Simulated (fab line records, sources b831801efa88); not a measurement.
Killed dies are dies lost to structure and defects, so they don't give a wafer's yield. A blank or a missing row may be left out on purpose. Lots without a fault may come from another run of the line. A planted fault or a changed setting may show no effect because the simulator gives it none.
Problem report in the 8D (eight disciplines) form, filled by code | flow gf180mcu | the parts of the form that need people (team, actions taken, sign-off) are left out

1. THE PROBLEM
spin_speed_rpm at GF_HV_LDD_COAT_41 reads a mean of 3123.5 rpm on 6 wafers of 2 lots; wafers without a fault read 2999.9 rpm with a standard deviation of 1.9. That is +65 standard deviations from the usual mean.
The step: resist thk 1000 nm.
First seen on wafer L522.2, day 17 04:42, on litho_track-01. The record holds 39 wafers of 13 lots with a number at this step. Rule for "out", or "out of limits": more than 4 standard deviations from the usual mean. The other wafers with a number count as sound.

2. WHAT IT IS AND WHAT IT IS NOT
question                    | is                     | is not
which readings at this step | spin_speed_rpm         | -
which lots                  | L522, L524             | L506, L507, L509, L510, L511, L513, L514, L517, L525, L527, L528
which wafers of those lots  | all that have a number | -
read on which tools         | litho_track-01         | litho_track-02, litho_track-04
when                        | from day 17 04:42      | up to then (24 sound wafers); but 9 sound wafers of L525, L527, L528 came after

3. SUSPECTS, AND WHAT RULES EACH OUT
Counting: a tool at a process step up to the reading stays a suspect if it ran every lot that is out and no sound lot after the first of them.
- litho_track-01 at GF_HV_LDD_COAT_41 (resist thk 1000 nm): kept. It ran every lot that is out, first L522 (day 17 04:42), and no sound lot after that; its last sound lot up to then is L513 (day 14 05:38). Its own readings are out on those wafers: spin_speed_rpm.
Left after counting: litho_track-01 at GF_HV_LDD_COAT_41.

4. THE CAUSE (what the simulator had put in)
Process parameter drift: litho_track-01, from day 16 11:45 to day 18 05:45, at GF_HV_LDD_COAT_41. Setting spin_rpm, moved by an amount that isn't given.
Counting left only this tool.

5. THE CHAIN OF EFFECTS, in route order
Each row: a reading whose mean over the struck wafers that have a number lies more than 3 standard deviations from the usual. Only readings for which the record gives a usual standard deviation are gone through. hours: the time from each lot's start at the first step in this table that gives one to its start at this step, as a median over the lots. sigmas: the change in usual standard deviations.
hours | step               | reading                  | usual      | on struck wafers | change | sigmas
0     | GF_HV_LDD_COAT_41  | spin_speed_rpm           | 2999.9 rpm | 3123.5           | +123.6 | +65
12    | GF_HV_LDD_STRIP_49 | strip_time_to_endpoint_s | 12.63 s    | 12.39            | -0.24  | -7.4
The process steps in it:
- GF_HV_LDD_COAT_41: resist thk 1000 nm.
- GF_HV_LDD_STRIP_49: strips in O2/N2.
Later measuring or inspecting steps at which every struck wafer that the step has a row for has a number for every such reading, and none has moved that far: GF_NSD_OVL_MEAS_08.

6. WHAT WOULD HAVE CAUGHT IT SOONER
In this record the first reading out of limits was taken at day 17 04:42, 17 hours after the fault began at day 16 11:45.
